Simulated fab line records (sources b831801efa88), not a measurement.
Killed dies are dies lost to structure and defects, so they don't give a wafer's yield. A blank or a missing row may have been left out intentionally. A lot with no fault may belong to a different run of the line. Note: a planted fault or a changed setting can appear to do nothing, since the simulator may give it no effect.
A struck lot beside a sound one | flow sky130 | 43 steps out of a route of 708
Sound: these wafers, L646.2, L646.4, L646.5. Struck: wafer L657.5 (L657.4, L657.6, from the same lot, were not struck and are left out); the cause is given at the end.
For every step that has rows: the tool of each side, followed by ch and its chambers, followed by its first start. Under that, the readings that differ: sound wafers | struck wafers | difference of the means | sigmas: that difference in standard deviations of wafers without a fault.
alike: readings whose means differ by less than 2 such deviations, and words and numbers that are the same on both sides. not compared: withheld readings, readings that some wafer has no value for, bounds like >300 that may hide the same value, and numbers for which the record gives no deviation and whose values overlap.
A row with sigmas, a row that says differs or no value, or rows on one side alone: a step with any of these is where the two part. Numbers that have no deviation but don't overlap get no sigmas and don't part them. Lack of a reading on every wafer of one side parts them only where that side has two or more wafers.

first, 1 step without rows for these wafers: SKY_CAPM_SPUTTER_02 (material TiN, target thk 200 nm, time 166.7 s).
SKY_CAPM_RS_MEAS_03: measures by four-point-probe.
  struck on film-metro-03, day 41 10:41; sound on film-metro-03, day 37 21:46
  alike: CAPM_TIN_RS
SKY_CAPM_THK_MEAS_04: measures by xrf.
  struck on film-metro-03, day 41 10:47; sound on film-metro-03, day 37 21:52
  alike: CAPM_TIN_THK
then, 7 steps without rows for these wafers: SKY_CAPM_DEHYDRATE_05 (time 60 s); SKY_CAPM_HMDS_06 (prime time 60 s); SKY_CAPM_COAT_07 (resist thk 1140 nm); SKY_CAPM_SOFTBAKE_08 (time 60 s); SKY_CAPM_EXPOSE_09 (exposes mask CAPM, target cd 1000 nm); SKY_CAPM_PEB_10; SKY_CAPM_DEVELOP_11 (develop time 60 s).
SKY_CAPM_OVL_MEAS_12:
  struck on overlay-01, day 42 09:55; sound on overlay-01, day 38 22:30
  alike: CAPM_OVL
then, 1 step without rows for these wafers: SKY_CAPM_METAL_ETCH_13 (etches TiN in Cl2/BCl3, stops on SiO2, target depth 220 nm, time 62.9 s).
SKY_CAPM_STRIP_14: strips in O2/N2.
  sound on plasma-asher-02 ch 0,1, day 38 22:36; struck on plasma-asher-02 ch 0, day 42 10:02
  alike: drypump-motor-current-A, n2-flow-sccm, o2-flow-sccm, oes-product-au, strip-time-to-endpoint-s
  not compared: rf-hours-counter-h
then, 11 steps without rows for these wafers: SKY_CAPM_STRIP_15 (strips in post etch residue remover, time 1140 s); SKY_CAPM_CLEAN_16 (cleans in IPA, time 180 s); SKY_CAPM_CLEAN_17 (cleans in O3/DIW); SKY_METAL3_DEHYDRATE_05 (time 60 s); SKY_METAL3_HMDS_06 (prime time 60 s); SKY_METAL3_COAT_07 (resist thk 60 nm); SKY_METAL3_COAT_08 (resist thk 1140 nm); SKY_METAL3_SOFTBAKE_09 (time 90 s); SKY_METAL3_EXPOSE_10 (exposes mask MM3, target cd 300 nm); SKY_METAL3_PEB_11; SKY_METAL3_DEVELOP_12 (develop time 60 s).
SKY_METAL3_CD_MEAS_13: target cd 300 nm.
  struck on cd-sem-02, day 43 10:15; sound on cd-sem-02, day 39 23:56
  alike: cd-nm
SKY_METAL3_OVL_MEAS_14:
  struck on overlay-02, day 43 10:20; sound on overlay-01, day 40 00:03
  alike: METAL3_OVL
SKY_METAL3_DESCUM_15: chemistry O2, time 8 s.
  sound on rie-metal-03 ch 0,1, day 40 00:05; struck on rie-metal-04 ch 0, day 43 10:22
  alike: drypump-motor-current-A, oes-product-au
  not compared: rf-hours-counter-h
SKY_METAL3_ETCH_16: etches BARC in N2/H2, stops on SiO2, time 88.2 s, target depth 60 nm.
  sound on rie-metal-03 ch 0,1, day 40 00:07; struck on rie-metal-04 ch 0, day 43 10:25
  alike: drypump-motor-current-A, h2-flow-sccm, n2-flow-sccm, oes-product-au, throttle-valve-pct
  not compared: rf-hours-counter-h
SKY_METAL3_ETCH_17: etches SiO2 in C4F8/O2/Ar, stops on TiN, time 3.9 s, target depth 15 nm.
  sound on rie-diel-01 ch 1,2, day 40 00:13; struck on rie-diel-01 ch 0, day 43 10:29
  alike: oes-product-au
  not compared: rf-hours-counter-h
SKY_METAL3_METAL_ETCH_18: etches the open film in Cl2/BCl3, stops on SiO2, target depth 845 nm, time 183.1 s.
  sound on rie-metal-01 ch 1, day 40 00:17; struck on rie-metal-03 ch 0, day 43 10:34
  reading                     | sound       | struck | difference | sigmas
  drypump-motor-current-A (A) | 6.4 6.3 6.3 | 5.2    | -1.1       | -3
  alike: oes-product-au, throttle-valve-pct
  not compared: rf-hours-counter-h
then, 5 steps without rows for these wafers: SKY_METAL3_STRIP_19 (strips in O2/N2); SKY_METAL3_STRIP_20 (strips in post etch residue remover, time 1200 s); SKY_METAL3_CLEAN_21 (cleans in IPA, time 180 s); SKY_METAL3_CLEAN_22 (cleans in O3/DIW); SKY_VIA3_HDPCVD_00 (deposits SiO2, target thk 1635 nm, time 272.5 s).
SKY_VIA3_THK_MEAS_01:
  struck on film-metro-02, day 43 11:28; sound on film-metro-02, day 40 01:21
  alike: VIA3_HDPCVD_THK
SKY_VIA3_CMP_02: polishes SiO2.
  sound on cmp-02 ch 0,3, day 40 01:31; struck on cmp-02 ch 3, day 43 11:36
  alike: edge-zone-pressure-frac, motor-current-A, slurry-filter-dp-kPa, slurry-flow-ml-min
SKY_VIA3_BOW_MEAS_03:
  struck on film-metro-04, day 43 11:52; sound on film-metro-04, day 40 01:50
  alike: VIA3_BOW
then, 4 steps without rows for these wafers: SKY_VIA3_DEHYDRATE_04 (time 60 s); SKY_VIA3_HMDS_05 (prime time 60 s); SKY_VIA3_COAT_06 (resist thk 60 nm); SKY_VIA3_COAT_07 (resist thk 450 nm).
-- the record jumps here: 6 days lie between the struck wafers' starts before and after (it left off in module VIA3 and takes up again in module PAD_OPEN, whose first step shown is number 708 of the route) --
SKY_PAD_OPEN_PROBE_99:
  struck on prober-01, day 49 16:55; sound on prober-02, day 47 00:22
  reading                               | sound              | struck | difference | sigmas
  defect-limited-yield (%)              | 80.7 82.9 85.6     | 73.4   | -9.7       | -5
  killed-at-other                       | 0 1 0              | 36     | +36        | +69
  killed-dies                           | 95 84 71           | 131    | +48        | +5
  killed-on-rim                         | 18 13 9            | 35     | +22        | +5
  sort_bin_3_pad_short (%)              | 0.4 1.0 0.8        | 2.2    | +1.5       | +4
  sort_bin_5_function (%)               | 11.4 9.3 8.1       | 16.7   | +7.1       | +5
  sort-n-pass                           | 397 408 421        | 361    | -48        | -5
  sort-yield-pct (%)                    | 80.7 82.9 85.6     | 73.4   | -9.7       | -5
  model.etest.tester.sort-n-pass        | 397 408 421        | 361    | -48        |
  model.etest.tester.sort-yield-pct (%) | 80.69 82.93 85.57  | 73.37  | -9.69      |
  model.etest.tester.sort_bin_5_pct (%) | 11.38 9.35 8.13    | 16.67  | +7.05      |
  model.etest.tester.sort_bin_3_pct (%) | 0.4065 1.016 0.813 | 2.236  | +1.491     |
  alike: killed_at_M0_to_M3, killed_at_M4_up, killed-at-contacts, killed-at-front-end, killed-open, killed-short, sort_bin_6_memory

## WHERE THEY PART
At SKY_METAL3_METAL_ETCH_18 first; at SKY_PAD_OPEN_PROBE_99 last (within this record only).

WHY: what had been put in by the simulator
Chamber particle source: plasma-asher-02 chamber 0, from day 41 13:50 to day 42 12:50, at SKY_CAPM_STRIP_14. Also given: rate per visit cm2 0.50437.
